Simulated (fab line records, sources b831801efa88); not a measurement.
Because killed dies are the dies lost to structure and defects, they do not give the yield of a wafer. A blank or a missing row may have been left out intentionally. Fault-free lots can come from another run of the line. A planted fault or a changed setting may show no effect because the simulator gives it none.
What tool caused it?	flow sky130	9 lots, 27 wafers sampled, at 5 steps of a route of 708

## WHAT EACH GAUGE READ, for each wafer
SKY_POLY_GATE_THK_MEAS_21.
lot	measured	on	POLY_GATE_OXIDATION_THK (nm)
L421	day 16 09:20	film-metro-03	4.01 3.97 4.06
L422	day 16 19:14	film-metro-03	4.00 4.05 4.03
L423	day 17 06:13	film-metro-03	4.12 4.11 4.08
L424	day 17 16:28	film-metro-04	4.07 4.06 4.12
L431	day 20 06:25	film-metro-01	4.20 4.21 4.06
L440	day 23 16:13	film-metro-01	4.13 4.16 4.15
L441	day 23 20:21	film-metro-04	4.10 4.08 4.04
L443	day 25 05:07	film-metro-04	3.85 3.94 3.86
L444	day 25 06:40	film-metro-01	3.96 4.05 4.00

SKY_SPACER_THK_MEAS_01.
lot	measured	on	SPACER_CVD_00_THK (nm)
L421	day 22 20:07	film-metro-03	42.2 42.9 42.2
L422	day 23 04:08	film-metro-02	42.3 42.3 42.2
L423	day 23 14:50	film-metro-02	42.2 42.7 42.7
L424	day 24 02:57	film-metro-02	42.2 42.2 42.2
L431	day 26 17:22	film-metro-03	31.6 31.6 31.8
L440	day 29 20:13	film-metro-04	42.8 42.6 42.8
L441	day 29 23:50	film-metro-02	43.1 43.1 43.0
L443	day 31 10:07	film-metro-02	42.3 41.7 42.0
L444	day 31 10:08	film-metro-03	42.0 42.7 42.1

## WHAT TOOL EACH LOT RAN ON (gives the tool, then ch and the chambers of the sampled wafers, and finally the start)
lot	SKY_LDD_HVP_STRIP_09	SKY_LDD_LDN_STRIP_12	SKY_SPACER_CVD_00
L421	plasma-asher-03 ch 0,1, day 21 11:49	plasma-asher-01 ch 0,1, day 22 18:43	lpcvd-02 ch 1, day 22 18:55
L422	plasma-asher-03 ch 0,1, day 21 20:37	plasma-asher-03 ch 0,1, day 23 02:43	lpcvd-02 ch 0, day 23 02:56
L423	plasma-asher-03 ch 0,1, day 22 07:37	plasma-asher-04 ch 0,1, day 23 13:25	lpcvd-02 ch 1, day 23 13:37
L424	plasma-asher-03 ch 1, day 22 18:21	plasma-asher-01 ch 0,1, day 24 00:34	lpcvd-02 ch 1, day 24 01:44
L431	plasma-asher-01 ch 0,1, day 25 07:55	plasma-asher-01 ch 1, day 26 13:49	lpcvd-02 ch 1, day 26 15:33
L440	plasma-asher-02 ch 0,1, day 28 13:30	plasma-asher-04 ch 0,1, day 29 18:49	lpcvd-02 ch 0, day 29 19:01
L441	plasma-asher-02 ch 0,1, day 28 17:42	plasma-asher-04 ch 0,1, day 29 22:19	lpcvd-02 ch 0, day 29 22:38
L443	plasma-asher-01 ch 0,1, day 30 02:31	plasma-asher-03 ch 0,1, day 31 06:58	lpcvd-02 ch 1, day 31 08:55
L444	plasma-asher-03 ch 0,1, day 30 02:50	plasma-asher-01 ch 0,1, day 31 07:03	lpcvd-02 ch 1, day 31 08:55
- SKY_LDD_HVP_STRIP_09: strips in O2/N2.
- SKY_LDD_LDN_STRIP_12: strips in O2/N2.
- SKY_SPACER_CVD_00: deposits Si3N4 from DCS/NH3, target thk 43.1 nm, time 740 s.

## AS READ BY THE TOOLS THEMSELVES (means over the sampled wafers that have a number; for cases with no such wafer, the mark the record gives instead)
SKY_LDD_HVP_STRIP_09.
lot	tool	chamber-pressure-mTorr (mTorr)	drypump-motor-current-A (A)	n2-flow-sccm (sccm)	oes-product-au (a.u.)	strip-time-to-endpoint-s (s)
L421	plasma-asher-03	1500.9	6.1	301.3	0.402	4.149
L422	plasma-asher-03	1498.3	6.3	299.2	0.408	4.125
L423	plasma-asher-03	1500.3	6.1	300.1	0.407	4.120
L424	plasma-asher-03	1500.9	6.5	300.9	0.410	4.127
L431	plasma-asher-01	1499.3	5.1	299.9	0.410	4.139
L440	plasma-asher-02	1499.9	5.7	299.0	0.406	4.144
L441	plasma-asher-02	1501.5	5.6	300.3	0.408	4.136
L443	plasma-asher-01	1498.4	5.2	300.3	0.408	4.150
L444	plasma-asher-03	1499.7	6.3	300.0	0.409	4.146

SKY_LDD_LDN_STRIP_12.
lot	tool	chamber-pressure-mTorr (mTorr)	drypump-motor-current-A (A)	n2-flow-sccm (sccm)	oes-product-au (a.u.)	strip-time-to-endpoint-s (s)
L421	plasma-asher-01	1499.7	5.2	300.7	0.714	14.14
L422	plasma-asher-03	1500.9	6.1	300.8	0.718	14.21
L423	plasma-asher-04	1501.3	6.0	299.7	0.716	14.17
L424	plasma-asher-01	1499.6	5.2	299.2	0.713	14.12
L431	plasma-asher-01	1500.6	5.2	299.8	0.717	14.21
L440	plasma-asher-04	1500.2	6.1	299.9	0.720	14.22
L441	plasma-asher-04	1500.9	6.1	300.4	0.718	14.24
L443	plasma-asher-03	1499.9	6.3	299.9	0.719	14.15
L444	plasma-asher-01	1498.9	5.2	300.7	0.713	14.17

SKY_SPACER_CVD_00.
lot	tool	spike-tc-bottom-C (C)	spike-tc-centre-C (C)	spike-tc-lower-C (C)	spike-tc-top-C (C)	spike-tc-upper-C (C)	susceptor-temp-C (C)	zone-power-centre-pct (%)
L421	lpcvd-02	788.7	771.1	771.0	785.5	769.6	769.9	14.14
L422	lpcvd-02	793.9	770.1	771.6	785.0	770.6	770.2	14.08
L423	lpcvd-02	788.1	770.2	769.7	783.4	769.4	769.7	14.06
L424	lpcvd-02	788.3	769.8	769.6	783.8	771.4	770.0	14.07
L431	lpcvd-02	773.1	754.2	754.7	769.3	755.2	753.6	13.61
L440	lpcvd-02	792.7	769.3	771.5	785.2	770.8	770.2	13.94
L441	lpcvd-02	795.1	769.6	772.0	785.2	770.2	769.9	14.07
L443	lpcvd-02	789.1	770.4	769.2	785.1	769.5	769.9	14.05
L444	lpcvd-02	789.3	770.9	769.9	784.1	769.8	769.8	14.08

## THE ANSWER, worked out from the rows above alone
Rule: the lots themselves supply what counts as usual. The widest of any qualifying gaps counts: lots, ordered by their means at a reading, are off when they make up no more than a third of the lots, leave a main group of 4 or more, and stand apart from it by 3 or more times the standard deviation of that group's means. The tables above print the reading to a certain number of digits; a main group whose means all agree to those digits is not used. A lot without any number at a reading at which 4 lots or more have one is off too. Where the step has rows for the other lots, those lots are counted as sound. After the gauges, taken in route order, come the tools' own readings; for these a lot's mean is taken, as printed above. At the first step where some lot is off, the reading lying furthest off is the one used; lots without a number count as furthest.
Off: at SKY_SPACER_THK_MEAS_01 (SPACER_CVD_00_THK), L431. For the main group the mean is 42.4 nm and the standard deviation 0.32.
If a tool, at a process step before that reading, ran all the lots that are off and no sound lot after the first of them, it fits. The gauges at SKY_SPACER_THK_MEAS_01 aren't tried: what is off there is off at SKY_SPACER_CVD_00 too, on other tools, and a gauge's error can't cause that. No candidate that was tried fits.

## WHAT THE SIMULATOR HAD PUT IN
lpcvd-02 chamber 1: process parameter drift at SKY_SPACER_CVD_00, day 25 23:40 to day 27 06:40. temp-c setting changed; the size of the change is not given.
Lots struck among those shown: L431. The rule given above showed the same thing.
